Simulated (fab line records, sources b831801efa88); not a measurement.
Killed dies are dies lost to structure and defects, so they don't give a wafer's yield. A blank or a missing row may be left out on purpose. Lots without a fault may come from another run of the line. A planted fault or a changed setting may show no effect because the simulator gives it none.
fab line records | flow sky130
record lots=5 wafers=15 last_day=50
route steps=708 shown NWELL@61 PWDE@84 VT_ADJUST_HVTP@85 VT_ADJUST_LVTN@97
lots that met no fault: from a run of the same line without faults
start_h: hours from the record's first day to the start of the lot's first wafer shown | wait_h: hours since the lot's step before | " the same as in the row above | L1.1+2: a row that stands for several wafers | - no value, or no start given | * or withheld: withheld | < > ~ a bound
route shown NAME@n: a module of which the file shows steps, and the number in the route of the first | usual: mean/standard deviation of fault-free wafers | same: alike in all rows | chamber/n: place in a boat | sites: the reading at each site | _std_site: their standard deviation | _edge_site: outer sites' mean less inner sites' | radius_mm: how far each site lies from the wafer's centre | mask NAME#n: copy n | behind: the tool/chamber that last shaped the wafer | hold: why the lot was held/for how many hours/how that ended | device: the transistor (n, p or np) that didn't switch | end of line: the same wafers' tests at the end of the route | a step without rows: its recipe alone | killed: dies lost to structure and defects at the first sort, not the wafer's yield | map: a wafer's dies, x killed, . not, _ none there
set.NAME: the setting as run; set.NAME@STEP: as run at that earlier step | model.NAME: the simulator's own value behind a step, which no gauge read
lots at some steps of the route; a table a step, a row a wafer
services: from which hour (start_h, from the record's first day; less than 0 if before it) a tool's chamber was out of use, for how many hours, and why
## steps
# step SKY_NWELL_PEB_08
# recipe temp_c=115 time_s=withheld
# usual chill_plate_temp_C=23.01/0.11 plate_temp_C=114.98/0.13
# columns lot.wafer tool chamber start_h wait_h chill_plate_temp_C plate_temp_C
L075.1 litho_track-02 0 - - 22.77 114.98
L075.2 " 0 " " 22.99 114.89
L075.5 " 0 " " 23.00 115.02
L077.1 litho_track-03 0 - - 23.21 115.21
L077.2 " 0 " " 23.04 115.24
L077.3 " 0 " " 23.18 115.23
L083.2 litho_track-04 0 - - 22.80 114.80
L083.3 " 0 " " 23.20 114.79
L083.5 " 0 " " 22.98 114.92
L086.1 litho_track-04 0 - - 23.13 115.10
L086.3 " 0 " " 23.21 115.03
L086.5 " 0 " " 23.02 115.08
L095.2 litho_track-03 0 - - 23.07 114.82
L095.4 " 0 " " 22.92 114.83
L095.5 " 0 " " 23.23 114.79
# step SKY_NWELL_DEVELOP_09
# recipe wall_angle_deg=90 developer=TMAH develop_time_s=60 dev_temp_c=23
# usual chill_plate_temp_C=22.99/0.11
# columns lot.wafer tool chamber start_h wait_h chill_plate_temp_C
L075.1 litho_track-02 0 - - 23.11
L075.2 " 0 " " 22.95
L075.5 " 0 " " 23.09
L077.1 litho_track-03 0 - - 22.89
L077.2 " 0 " " 22.86
L077.3 " 0 " " 22.92
L083.2 litho_track-04 0 - - 22.97
L083.3 " 0 " " 22.88
L083.5 " 0 " " 22.89
L086.1 litho_track-04 0 - - 22.93
L086.3 " 0 " " 22.90
L086.5 " 0 " " 22.84
L095.2 litho_track-03 0 - - 23.20
L095.4 " 0 " " 23.01
L095.5 " 0 " " 22.94
# step SKY_NWELL_OVL_MEAS_10
# usual NWELL_00_OVL=-1.1/1.5
# columns lot.wafer tool chamber start_h wait_h NWELL_00_OVL[nm]
L075.1 overlay-01 - 95.89 - 2.8
L075.2 " - " " 1.0
L075.5 " - " " 0.6
L077.1 overlay-02 - 102.63 - 0.2
L077.2 " - " " -0.5
L077.3 " - " " -0.6
L083.2 overlay-02 - 140.31 - -2.9
L083.3 " - " " -2.0
L083.5 " - " " -1.3
L086.1 overlay-02 - 155.46 - -2.5
L086.3 " - " " -0.2
L086.5 " - " " -0.9
L095.2 overlay-02 - 211.94 - 0.8
L095.4 " - " " -0.2
L095.5 " - " " -0.8
# step SKY_NWELL_IMPLANT_11
# recipe species=P energy_kev=400 dose_cm2=1.9e+13 tilt_deg=withheld
# same implant_ion_amu=31
# columns lot.wafer tool chamber start_h wait_h
L075.1+2+5 implanter-01 0 95.93 0.0
L077.1+2+3 implanter-04 0 102.67 0.0
L083.2+3+5 implanter-01 0 140.37 0.0
L086.1+3+5 implanter-04 0 155.49 0.0
L095.2+4+5 implanter-04 0 211.99 0.0
# step SKY_NWELL_IMPLANT_12
# recipe species=P energy_kev=120 dose_cm2=1.3e+12 tilt_deg=withheld
# same implant_ion_amu=31
# columns lot.wafer tool chamber start_h wait_h
L075.1+2+5 implanter-01 0 96.08 0.1
L077.1+2+3 implanter-04 0 102.82 0.1
L083.2+3+5 implanter-01 0 140.52 0.1
L086.1+3+5 implanter-04 0 155.64 0.1
L095.2+4+5 implanter-04 0 212.14 0.1
# step SKY_NWELL_IMPLANT_13
# recipe species=P energy_kev=50 dose_cm2=7e+11 tilt_deg=withheld
# same implant_ion_amu=31
# columns lot.wafer tool chamber start_h wait_h
L075.1+2+5 implanter-01 0 96.23 0.1
L077.1+2+3 implanter-04 0 102.97 0.1
L083.2+3+5 implanter-01 0 140.67 0.1
L086.1+3+5 implanter-04 0 155.79 0.1
L095.2+4+5 implanter-04 0 212.29 0.1
# step SKY_NWELL_STRIP_14
# recipe chemistry=O2/N2 power_w=1400 pressure_mtorr=1500 platen_temp_c=withheld o2_flow_sccm=3000 n2_flow_sccm=300 overash_fraction=0.5
# usual drypump_motor_current_A=5.59/0.29 oes_product_au=0.723/0.0046 strip_time_to_endpoint_s=36.93/0.094
# columns lot.wafer tool chamber start_h wait_h drypump_motor_current_A oes_product_au rf_hours_counter_h strip_time_to_endpoint_s
L075.1 plasma_asher-04 0 96.38 0.1 5.56 0.721 41 36.94
L075.2 " 1 " " 5.11 0.728 41 37.04
L075.5 " 1 " " 5.12 0.712 - 36.95
L077.1 plasma_asher-02 0 103.12 0.1 6.00 0.717 29 36.85
L077.2 " 1 " " 5.73 0.723 29 36.86
L077.3 " 1 " " 5.72 0.724 - 36.83
L083.2 plasma_asher-04 1 140.79 0.1 5.13 0.723 45 36.93
L083.3 " 0 " " 5.60 0.723 - 36.87
L083.5 " 1 " " 5.12 0.734 - 36.89
L086.1 plasma_asher-02 0 155.94 0.1 6.02 0.720 34 36.89
L086.3 " 0 " " 6.01 0.720 - 36.81
L086.5 " 0 " " 5.99 0.723 - 36.83
L095.2 plasma_asher-03 1 212.42 0.1 5.57 0.730 9 37.11
L095.4 " 1 " " 5.57 0.715 - 37.03
L095.5 " 0 " " 5.55 0.715 - 37.07
# step SKY_NWELL_TW_MEAS_15
# usual NWELL_TW=1813/9.9
# columns lot.wafer tool chamber start_h wait_h NWELL_TW
L075.1 film_metro-03 - 96.48 0.1 1810
L075.2 " - " " 1815
L075.5 " - " " 1807
L077.1 film_metro-01 - 103.22 0.1 1808
L077.2 " - " " 1815
L077.3 " - " " 1809
L083.2 film_metro-01 - 140.93 0.1 1832
L083.3 " - " " 1822
L083.5 " - " " 1818
L086.1 film_metro-02 - 156.04 0.1 1814
L086.3 " - " " 1814
L086.5 " - " " 1821
L095.2 film_metro-03 - 212.53 0.1 1802
L095.4 " - " " 1803
L095.5 " - " " 1806
# step SKY_NWELL_DEHYDRATE_16
# recipe temp_c=200 time_s=60
# usual chill_plate_temp_C=23.04/0.11 plate_temp_C=199.98/0.15
# columns lot.wafer tool chamber start_h wait_h chill_plate_temp_C plate_temp_C
L075.1 litho_track-02 0 105.24 8.8 23.22 200.08
L075.2 " 0 " " 23.11 199.92
L075.5 " 0 " " 23.01 199.89
L077.1 litho_track-04 0 111.76 8.5 22.85 200.12
L077.2 " 0 " " 22.95 199.89
L077.3 " 0 " " 22.77 200.04
L083.2 litho_track-02 0 149.87 8.9 23.37 200.13
L083.3 " 0 " " 23.23 199.99
L083.5 " 0 " " 23.26 199.96
L086.1 litho_track-02 0 165.94 9.9 23.14 199.98
L086.3 " 0 " " 23.15 200.01
L086.5 " 0 " " 23.09 199.80
L095.2 litho_track-02 0 223.12 10.6 23.22 200.12
L095.4 " 0 " " 23.20 200.17
L095.5 " 0 " " 22.99 200.19
# step SKY_NWELL_HMDS_17
# recipe prime_time_s=60 prime_temp_c=120
# usual chill_plate_temp_C=22.99/0.11
# columns lot.wafer tool chamber start_h wait_h chill_plate_temp_C
L075.1 litho_track-02 0 105.39 0.1 22.97
L075.2 " 0 " " 22.82
L075.5 " 0 " " 22.94
L077.1 litho_track-04 0 111.91 0.1 23.07
L077.2 " 0 " " 23.03
L077.3 " 0 " " 23.13
L083.2 litho_track-02 0 150.02 0.1 22.89
L083.3 " 0 " " 22.87
L083.5 " 0 " " 22.90
L086.1 litho_track-02 0 166.09 0.1 22.78
L086.3 " 0 " " 22.94
L086.5 " 0 " " 23.04
L095.2 litho_track-02 0 223.27 0.1 22.92
L095.4 " 0 " " 23.07
L095.5 " 0 " " 22.74
# step SKY_NWELL_COAT_18
# recipe spin_rpm=2000 resist_thk_nm=3000
# usual chill_plate_temp_C=23.00/0.088
# columns lot.wafer tool chamber start_h wait_h chill_plate_temp_C
L075.1 litho_track-02 0 105.54 0.1 22.97
L075.2 " 0 " " 23.09
L075.5 " 0 " " 22.93
L077.1 litho_track-04 0 112.06 0.1 23.13
L077.2 " 0 " " 23.01
L077.3 " 0 " " 23.04
L083.2 litho_track-02 0 150.17 0.1 22.92
L083.3 " 0 " " 22.98
L083.5 " 0 " " 22.96
L086.1 litho_track-02 0 166.24 0.1 22.92
L086.3 " 0 " " 23.05
L086.5 " 0 " " 22.99
L095.2 litho_track-02 0 223.42 0.1 23.16
L095.4 " 0 " " 23.11
L095.5 " 0 " " 22.90
# step SKY_NWELL_SOFTBAKE_19
# recipe temp_c=110 time_s=withheld
# usual chill_plate_temp_C=22.99/0.094 plate_temp_C=109.99/0.14
# columns lot.wafer tool chamber start_h wait_h chill_plate_temp_C plate_temp_C
L075.1 litho_track-02 0 105.69 0.1 23.03 109.94
L075.2 " 0 " " 23.04 109.90
L075.5 " 0 " " 22.96 109.93
L077.1 litho_track-04 0 112.21 0.1 23.04 109.79
L077.2 " 0 " " 22.83 110.07
L077.3 " 0 " " 22.95 109.78
L083.2 litho_track-02 0 150.33 0.1 22.93 109.97
L083.3 " 0 " " 22.96 109.98
L083.5 " 0 " " 22.92 110.11
L086.1 litho_track-02 0 166.39 0.1 22.98 110.23
L086.3 " 0 " " 23.00 110.13
L086.5 " 0 " " 23.08 110.05
L095.2 litho_track-02 0 223.57 0.1 22.97 109.98
L095.4 " 0 " " 23.01 109.82
L095.5 " 0 " " 22.95 109.94
# step SKY_NWELL_EXPOSE_20
# recipe mask_id=NWM_COMPLEMENT na=0.6 source_shape=conventional sigma_outer=0.6 polarization=unpolarized target_cd_nm=840 dose_mj=260
# same na=0.6 sigma_outer=0.6
# columns lot.wafer tool chamber start_h wait_h mask
L075.1+2+5 iline_stepper-02 0 - - NWM_COMPLEMENT#0
L077.1+2+3 iline_stepper-02 0 - - NWM_COMPLEMENT#0
L083.2+3+5 iline_stepper-02 0 - - NWM_COMPLEMENT#0
L086.1+3+5 iline_stepper-01 0 - - NWM_COMPLEMENT#0
L095.2+4+5 iline_stepper-02 0 - - NWM_COMPLEMENT#0
# step SKY_NWELL_PEB_21
# recipe temp_c=115 time_s=withheld
# usual chill_plate_temp_C=22.99/0.091 plate_temp_C=115.00/0.14
# columns lot.wafer tool chamber start_h wait_h chill_plate_temp_C plate_temp_C
L075.1 litho_track-02 0 - - 22.88 114.95
L075.2 " 0 " " 22.91 114.88
L075.5 " 0 " " 22.97 114.71
L077.1 litho_track-04 0 - - 22.88 115.04
L077.2 " 0 " " 22.97 114.97
L077.3 " 0 " " 23.11 115.06
L083.2 litho_track-04 0 - - 22.92 115.10
L083.3 " 0 " " 22.81 115.06
L083.5 " 0 " " 22.88 115.22
L086.1 litho_track-02 0 - - 22.97 115.14
L086.3 " 0 " " 23.08 115.38
L086.5 " 0 " " 23.03 115.16
L095.2 litho_track-03 0 - - 23.17 115.02
L095.4 " 0 " " 23.10 114.96
L095.5 " 0 " " 23.12 115.06
# step SKY_NWELL_DEVELOP_22
# recipe wall_angle_deg=90 developer=TMAH develop_time_s=60 dev_temp_c=23
# usual chill_plate_temp_C=23.01/0.1
# columns lot.wafer tool chamber start_h wait_h chill_plate_temp_C
L075.1 litho_track-02 0 - - 23.16
L075.2 " 0 " " 23.01
L075.5 " 0 " " 23.08
L077.1 litho_track-04 0 - - 23.00
L077.2 " 0 " " 23.10
L077.3 " 0 " " 22.98
L083.2 litho_track-04 0 - - 23.11
L083.3 " 0 " " 22.90
L083.5 " 0 " " 23.02
L086.1 litho_track-02 0 - - 22.94
L086.3 " 0 " " 23.03
L086.5 " 0 " " 23.04
L095.2 litho_track-03 0 - - 23.26
L095.4 " 0 " " 23.11
L095.5 " 0 " " 23.27
# step SKY_NWELL_OVL_MEAS_23
# usual NWELL_01_OVL=0.0/1.5
# columns lot.wafer tool chamber start_h wait_h NWELL_01_OVL[nm]
L075.1 overlay-01 - 114.39 - 0.2
L075.2 " - " " -0.2
L075.5 " - " " -0.4
L077.1 overlay-02 - 121.46 - -0.3
L077.2 " - " " -0.9
L077.3 " - " " -0.4
L083.2 overlay-02 - 160.36 - 0.7
L083.3 " - " " -0.1
L083.5 " - " " 2.0
L086.1 overlay-01 - 176.59 - -3.0
L086.3 " - " " -1.5
L086.5 " - " " -1.1
L095.2 overlay-02 - 235.24 - 1.9
L095.4 " - " " 1.2
L095.5 " - " " 2.4
# step SKY_NWELL_IMPLANT_24
# recipe species=B energy_kev=140 dose_cm2=9.2e+12 tilt_deg=withheld
# same implant_ion_amu=11
# columns lot.wafer tool chamber start_h wait_h
L075.1+2+5 implanter-04 0 114.43 0.0
L077.1+2+3 implanter-03 0 121.49 0.0
L083.2+3+5 implanter-01 0 160.42 0.0
L086.1+3+5 implanter-03 0 176.63 0.0
L095.2+4+5 implanter-01 0 235.29 0.0
# step SKY_NWELL_STRIP_25
# recipe chemistry=O2/N2 power_w=1400 pressure_mtorr=1500 platen_temp_c=withheld o2_flow_sccm=3000 n2_flow_sccm=300 overash_fraction=0.5
# usual drypump_motor_current_A=5.60/0.29 oes_product_au=0.722/0.0043 strip_time_to_endpoint_s=36.94/0.12
# columns lot.wafer tool chamber start_h wait_h drypump_motor_current_A oes_product_au rf_hours_counter_h strip_time_to_endpoint_s
L075.1 plasma_asher-04 1 114.58 0.1 5.16 0.728 43 36.83
L075.2 " 0 " " 5.61 0.722 43 36.82
L075.5 " 0 " " 5.57 0.723 - 36.87
L077.1 plasma_asher-04 1 121.64 0.1 5.13 0.717 44 36.91
L077.2 " 0 " " 5.56 0.728 44 36.90
L077.3 " 0 " " 5.57 0.718 - 37.06
L083.2 plasma_asher-02 0 160.54 0.1 6.01 0.725 35 36.90
L083.3 " 0 " " 6.03 0.715 - 36.89
L083.5 " 0 " " 6.01 0.727 - 36.95
L086.1 plasma_asher-02 0 176.78 0.1 6.01 0.718 36 37.12
L086.3 " 1 " " 5.70 0.720 - 37.22
L086.5 " 1 " " 5.70 0.723 - 37.17
L095.2 plasma_asher-04 1 235.42 0.1 5.12 0.722 54 37.02
L095.4 " 0 " " 5.59 0.718 - 37.12
L095.5 " 0 " " 5.53 0.719 - 37.19
# step SKY_NWELL_TW_MEAS_26
# usual NWELL_2_TW=495.4/2.9
# columns lot.wafer tool chamber start_h wait_h NWELL_2_TW
L075.1 film_metro-02 - 114.68 0.1 491.5
L075.2 " - " " 491.2
L075.5 " - " " 493.2
L077.1 film_metro-01 - 121.74 0.1 498.7
L077.2 " - " " 497.0
L077.3 " - " " 496.2
L083.2 film_metro-02 - 160.65 0.1 495.7
L083.3 " - " " 492.9
L083.5 " - " " 496.3
L086.1 film_metro-03 - 176.88 0.1 495.1
L086.3 " - " " 493.9
L086.5 " - " " 495.6
L095.2 film_metro-01 - 235.53 0.1 498.7
L095.4 " - " " 496.7
L095.5 " - " " 494.8
# step SKY_NWELL_CLEAN_27
# recipe chemistry=SC1/SC2 mix=1:4:20 temp_c=70 time_s=150 dry=n2_spin
# columns lot.wafer tool chamber start_h wait_h
L075.1+2+5 wet_bench-01 0 114.74 0.1
L077.1+2+3 wet_bench-04 2 121.80 0.1
L083.2+3+5 wet_bench-01 0 160.70 0.0
L086.1+3+5 wet_bench-04 3 176.94 0.1
L095.2+4+5 wet_bench-01 3 235.58 0.0
# step SKY_NWELL_RTA_28
# recipe temp_c=1050 time_s=30 idle_temp_c=650 ramp_up_c_per_s=150 ramp_down_c_per_s=90 ambient=N2
# usual lamp_power_pct=25.30/0.047 wafer_temp_C_max=1054.9/0.93
# columns lot.wafer tool chamber start_h wait_h lamp_power_pct wafer_temp_C_max
L075.1 rtp_anneal-01 0 114.79 0.0 25.37 1056.9
L075.2 " 0 " " 25.30 1056.4
L075.5 " 0 " " 25.32 1054.2
L077.1 rtp_anneal-01 0 121.85 0.0 25.27 1054.1
L077.2 " 0 " " 25.30 1055.4
L077.3 " 0 " " 25.34 1054.3
L083.2 rtp_anneal-02 0 160.77 0.0 25.33 1056.6
L083.3 " 0 " " 25.29 1055.9
L083.5 " 0 " " 25.31 1055.5
L086.1 rtp_anneal-01 0 176.99 0.0 25.35 1056.3
L086.3 " 0 " " 25.33 1054.8
L086.5 " 0 " " 25.37 1055.2
L095.2 rtp_anneal-01 0 235.64 0.0 25.28 1054.5
L095.4 " 0 " " 25.25 1056.7
L095.5 " 0 " " 25.32 1054.9
# step SKY_NWELL_RS_MEAS_29
# recipe thk_meas_gauge=four-point-probe
# usual NWELL_RS=624.4/1.6
# columns lot.wafer tool chamber start_h wait_h NWELL_RS[ohm/sq]
L075.1 film_metro-03 - 114.89 0.1 624.3
L075.2 " - " " 624.8
L075.5 " - " " 625.8
L077.1 film_metro-02 - 121.95 0.1 622.4
L077.2 " - " " 626.2
L077.3 " - " " 624.5
L083.2 film_metro-01 - 160.87 0.1 623.4
L083.3 " - " " 623.7
L083.5 " - " " 623.5
L086.1 film_metro-01 - 177.09 0.1 623.9
L086.3 " - " " 622.7
L086.5 " - " " 623.2
L095.2 film_metro-02 - 235.75 0.1 627.3
L095.4 " - " " 626.0
L095.5 " - " " 625.9
# step SKY_NWELL_RS_MEAS_31
# recipe thk_meas_gauge=four-point-probe
# usual PWDE_RS=5271/22
# columns lot.wafer tool chamber start_h wait_h PWDE_RS[ohm/sq]
L075.1 film_metro-03 - 115.13 0.1 5282
L075.2 " - " " 5267
L075.5 " - " " 5267
L077.1 film_metro-02 - 122.19 0.1 5291
L077.2 " - " " 5278
L077.3 " - " " 5284
L083.2 film_metro-01 - 161.11 0.1 5265
L083.3 " - " " 5261
L083.5 " - " " 5249
L086.1 film_metro-01 - 177.33 0.1 5291
L086.3 " - " " 5292
L086.5 " - " " 5289
L095.2 film_metro-02 - 235.99 0.1 5250
L095.4 " - " " 5238
L095.5 " - " " 5250
# step SKY_VT_ADJUST_HVTP_DEHYDRATE_00
# recipe temp_c=200 time_s=60
# usual chill_plate_temp_C=22.99/0.11 plate_temp_C=200.01/0.16
# columns lot.wafer tool chamber start_h wait_h chill_plate_temp_C plate_temp_C
L075.1 litho_track-01 0 124.13 9.0 23.07 199.92
L075.2 " 0 " " 22.91 200.07
L075.5 " 0 " " 23.05 199.89
L077.1 litho_track-01 0 131.08 8.9 23.01 200.25
L077.2 " 0 " " 23.11 200.09
L077.3 " 0 " " 23.11 199.92
L083.2 litho_track-01 0 171.11 10.0 22.98 199.95
L083.3 " 0 " " 23.08 200.09
L083.5 " 0 " " 22.99 200.02
L086.1 litho_track-03 0 187.48 10.1 23.02 199.90
L086.3 " 0 " " 22.94 200.10
L086.5 " 0 " " 23.00 199.96
L095.2 litho_track-04 0 247.03 11.0 23.06 200.11
L095.4 " 0 " " 23.05 200.30
L095.5 " 0 " " 23.10 200.21
# step SKY_VT_ADJUST_HVTP_HMDS_01
# recipe prime_time_s=60 prime_temp_c=120
# usual chill_plate_temp_C=23.01/0.1
# columns lot.wafer tool chamber start_h wait_h chill_plate_temp_C
L075.1 litho_track-01 0 124.28 0.1 22.93
L075.2 " 0 " " 22.92
L075.5 " 0 " " 22.98
L077.1 litho_track-01 0 131.23 0.1 23.10
L077.2 " 0 " " 22.99
L077.3 " 0 " " 23.00
L083.2 litho_track-01 0 171.26 0.1 23.02
L083.3 " 0 " " 22.86
L083.5 " 0 " " 22.94
L086.1 litho_track-03 0 187.63 0.1 23.07
L086.3 " 0 " " 22.95
L086.5 " 0 " " 23.18
L095.2 litho_track-04 0 247.18 0.1 23.07
L095.4 " 0 " " 23.06
L095.5 " 0 " " 22.92
# step SKY_VT_ADJUST_HVTP_COAT_02
# recipe resist=NOVOLAK spin_rpm=2958 resist_thk_nm=1140
# usual chill_plate_temp_C=23.00/0.1
# columns lot.wafer tool chamber start_h wait_h chill_plate_temp_C
L075.1 litho_track-01 0 124.43 0.1 23.00
L075.2 " 0 " " 22.85
L075.5 " 0 " " 22.94
L077.1 litho_track-01 0 131.38 0.1 23.05
L077.2 " 0 " " 22.88
L077.3 " 0 " " 22.88
L083.2 litho_track-01 0 171.41 0.1 22.92
L083.3 " 0 " " 23.00
L083.5 " 0 " " 22.92
L086.1 litho_track-03 0 187.78 0.1 23.28
L086.3 " 0 " " 23.22
L086.5 " 0 " " 23.18
L095.2 litho_track-04 0 247.33 0.1 23.08
L095.4 " 0 " " 23.06
L095.5 " 0 " " 23.06
# step SKY_VT_ADJUST_HVTP_SOFTBAKE_03
# recipe temp_c=90 time_s=60 resist=NOVOLAK
# usual chill_plate_temp_C=23.01/0.096 plate_temp_C=89.99/0.12
# columns lot.wafer tool chamber start_h wait_h chill_plate_temp_C plate_temp_C
L075.1 litho_track-01 0 124.58 0.1 23.07 89.72
L075.2 " 0 " " 23.17 89.89
L075.5 " 0 " " 23.21 89.93
L077.1 litho_track-01 0 131.53 0.1 23.12 89.93
L077.2 " 0 " " 23.10 90.19
L077.3 " 0 " " 23.03 89.89
L083.2 litho_track-01 0 171.56 0.1 22.90 90.07
L083.3 " 0 " " 22.91 90.30
L083.5 " 0 " " 23.03 90.02
L086.1 litho_track-03 0 187.93 0.1 22.90 89.94
L086.3 " 0 " " 23.04 89.95
L086.5 " 0 " " 23.06 89.90
L095.2 litho_track-04 0 247.48 0.1 23.04 90.13
L095.4 " 0 " " 23.10 90.00
L095.5 " 0 " " 23.10 90.12
# step SKY_VT_ADJUST_HVTP_EXPOSE_04
# recipe mask_id=HVTPM na=0.6 source_shape=conventional sigma_outer=0.6 polarization=unpolarized target_cd_nm=380 dose_mj=140
# same na=0.6 sigma_outer=0.6
# columns lot.wafer tool chamber start_h wait_h mask
L075.1+2+5 iline_stepper-02 0 - - HVTPM#0
L077.1+2+3 iline_stepper-02 0 - - HVTPM#0
L083.2+3+5 iline_stepper-02 0 - - HVTPM#0
L086.1+3+5 iline_stepper-02 0 - - HVTPM#0
L095.2+4+5 iline_stepper-01 0 - - HVTPM#0
# step SKY_VT_ADJUST_HVTP_PEB_05
# recipe temp_c=withheld time_s=* resist=NOVOLAK
# usual chill_plate_temp_C=*
# columns lot.wafer tool chamber start_h wait_h chill_plate_temp_C
L075.1 litho_track-03 0 - - *
L075.2 " 0 " " *
L075.5 " 0 " " *
L077.1 litho_track-03 0 - - *
L077.2 " 0 " " *
L077.3 " 0 " " *
L083.2 litho_track-01 0 - - *
L083.3 " 0 " " *
L083.5 " 0 " " *
L086.1 litho_track-03 0 - - *
L086.3 " 0 " " *
L086.5 " 0 " " *
L095.2 litho_track-04 0 - - *
L095.4 " 0 " " *
L095.5 " 0 " " *
# step SKY_VT_ADJUST_HVTP_DEVELOP_06
# recipe resist=NOVOLAK developer=TMAH develop_time_s=60 dev_temp_c=23
# usual chill_plate_temp_C=22.99/0.11
# columns lot.wafer tool chamber start_h wait_h chill_plate_temp_C
L075.1 litho_track-03 0 133.63 0.1 23.15
L075.2 " 0 " " 22.95
L075.5 " 0 " " 23.00
L077.1 litho_track-03 0 140.68 0.1 22.95
L077.2 " 0 " " 23.04
L077.3 " 0 " " 22.82
L083.2 litho_track-01 0 181.86 0.1 23.20
L083.3 " 0 " " 23.01
L083.5 " 0 " " 23.17
L086.1 litho_track-03 0 197.88 0.1 23.02
L086.3 " 0 " " 22.97
L086.5 " 0 " " 22.98
L095.2 litho_track-04 0 258.73 0.1 22.72
L095.4 " 0 " " 22.86
L095.5 " 0 " " 22.97
# step SKY_VT_ADJUST_HVTP_CD_MEAS_07
# recipe target_cd_nm=380
# usual cd_nm=379.5/2.2
# columns lot.wafer tool chamber start_h wait_h cd_nm
L075.1 cd_sem-01 - 133.78 0.1 381.8
L075.2 " - " " 377.8
L075.5 " - " " 381.3
L077.1 cd_sem-01 - 140.83 0.1 382.7
L077.2 " - " " 382.6
L077.3 " - " " 381.2
L083.2 cd_sem-01 - 182.00 0.1 378.3
L083.3 " - " " 378.7
L083.5 " - " " 378.0
L086.1 cd_sem-02 - 198.03 0.1 380.7
L086.3 " - " " 379.3
L086.5 " - " " 381.6
L095.2 cd_sem-02 - 258.87 0.1 378.7
L095.4 " - " " 380.0
L095.5 " - " " 381.9
# step SKY_VT_ADJUST_HVTP_OVL_MEAS_08
# usual VT_ADJUST_HVTP_OVL=0.0/1.5
# columns lot.wafer tool chamber start_h wait_h VT_ADJUST_HVTP_OVL[nm]
L075.1 overlay-01 - 133.90 0.1 1.7
L075.2 " - " " 0.4
L075.5 " - " " 1.8
L077.1 overlay-01 - 140.95 0.1 -0.1
L077.2 " - " " 0.0
L077.3 " - " " -1.8
L083.2 overlay-02 - 182.11 0.1 1.2
L083.3 " - " " -1.0
L083.5 " - " " 0.2
L086.1 overlay-01 - 198.15 0.1 0.5
L086.3 " - " " 0.3
L086.5 " - " " 0.7
L095.2 overlay-01 - 258.98 0.1 -1.2
L095.4 " - " " 2.0
L095.5 " - " " 1.2
# step SKY_VT_ADJUST_HVTP_IMPLANT_09
# recipe species=As energy_kev=150 dose_cm2=4.3e+12 tilt_deg=withheld
# same implant_ion_amu=75
# columns lot.wafer tool chamber start_h wait_h
L075.1+2+5 implanter-04 0 133.94 0.0
L077.1+2+3 implanter-02 0 140.99 0.0
L083.2+3+5 implanter-02 0 182.16 0.0
L086.1+3+5 implanter-02 0 198.19 0.0
L095.2+4+5 implanter-04 0 259.04 0.0
# step SKY_VT_ADJUST_HVTP_STRIP_10
# recipe chemistry=O2/N2 power_w=1400 pressure_mtorr=1500 platen_temp_c=withheld o2_flow_sccm=3000 n2_flow_sccm=300 overash_fraction=0.5
# usual drypump_motor_current_A=5.7/0.35 oes_product_au=0.715/0.0044 strip_time_to_endpoint_s=14.27/0.031
# columns lot.wafer tool chamber start_h wait_h drypump_motor_current_A oes_product_au rf_hours_counter_h strip_time_to_endpoint_s
L075.1 plasma_asher-03 0 134.09 0.1 5.5 0.712 2 14.26
L075.2 " 1 " " 5.6 0.706 2 14.30
L075.5 " 0 " " 5.5 0.720 - 14.31
L077.1 plasma_asher-01 1 141.14 0.1 5.9 0.719 45 14.23
L077.2 " 0 " " 6.3 0.720 45 14.27
L077.3 " 1 " " 5.9 0.713 - 14.23
L083.2 plasma_asher-04 1 182.29 0.1 5.1 0.717 49 14.22
L083.3 " 0 " " 5.6 0.710 - 14.25
L083.5 " 0 " " 5.6 0.711 - 14.25
L086.1 plasma_asher-01 0 198.34 0.1 6.2 0.721 51 14.27
L086.3 " 0 " " 6.2 0.721 - 14.28
L086.5 " 0 " " 6.2 0.721 - 14.29
L095.2 plasma_asher-04 0 259.16 0.1 5.6 0.718 56 14.20
L095.4 " 1 " " 5.2 0.713 - 14.26
L095.5 " 0 " " 5.6 0.719 - 14.19
# step SKY_VT_ADJUST_HVTP_TW_MEAS_11
# usual VT_ADJUST_HVTP_TW=1349/5.6
# columns lot.wafer tool chamber start_h wait_h VT_ADJUST_HVTP_TW
L075.1 film_metro-04 - 134.19 0.1 1358
L075.2 " - " " 1352
L075.5 " - " " 1353
L077.1 film_metro-03 - 141.24 0.1 1350
L077.2 " - " " 1348
L077.3 " - " " 1355
L083.2 film_metro-04 - 182.40 0.1 1343
L083.3 " - " " 1344
L083.5 " - " " 1344
L086.1 film_metro-03 - 198.44 0.1 1348
L086.3 " - " " 1350
L086.5 " - " " 1351
L095.2 film_metro-02 - 259.27 0.1 1354
L095.4 " - " " 1351
L095.5 " - " " 1345
# step SKY_VT_ADJUST_LVTN_DEHYDRATE_00
# recipe temp_c=200 time_s=60
# usual chill_plate_temp_C=23.00/0.11 plate_temp_C=200.02/0.17
# columns lot.wafer tool chamber start_h wait_h chill_plate_temp_C plate_temp_C
L075.1 litho_track-01 0 143.48 9.3 22.98 199.85
L075.2 " 0 " " 22.85 199.73
L075.5 " 0 " " 22.90 200.01
L077.1 litho_track-02 0 150.49 9.2 22.96 199.73
L077.2 " 0 " " 23.12 199.84
L077.3 " 0 " " 23.00 199.83
L083.2 litho_track-01 0 192.41 10.0 22.91 199.93
L083.3 " 0 " " 23.04 200.29
L083.5 " 0 " " 23.12 200.26
L086.1 litho_track-03 0 209.28 10.8 22.92 199.90
L086.3 " 0 " " 23.02 199.96
L086.5 " 0 " " 23.00 199.78
L095.2 litho_track-03 0 270.06 10.8 22.98 199.95
L095.4 " 0 " " 23.03 199.90
L095.5 " 0 " " 23.12 199.95
## services
# columns tool chamber start_h hours kind
plasma_asher-04 - 76.49 4.0 repair
implanter-04 - 77.39 3.8 repair
rtp_anneal-01 - 88.40 4.9 pm
iline_stepper-02 - 98.20 1.7 pm
implanter-02 - 104.66 2.0 repair
implanter-02 - 106.14 1.4 repair
plasma_asher-03 - 108.75 9.0 pm
plasma_asher-02 - 118.42 2.8 pm
implanter-02 - 133.57 4.5 repair
implanter-01 - 153.36 3.4 pm
implanter-03 - 153.86 6.8 repair
wet_bench-04 - 173.48 2.8 repair
iline_stepper-01 - 174.36 4.4 pm
implanter-01 - 178.65 1.5 repair
plasma_asher-01 - 182.93 1.9 repair
plasma_asher-04 - 185.72 7.8 repair
iline_stepper-01 - 188.48 7.3 repair
implanter-04 - 205.23 4.5 repair
plasma_asher-03 - 209.46 1.9 repair
implanter-04 - 213.99 9.2 repair
iline_stepper-01 - 218.19 1.7 pm
plasma_asher-04 - 230.33 0.5 repair
plasma_asher-04 - 263.95 2.2 repair
plasma_asher-04 - 265.72 11.3 repair
## key
fault none
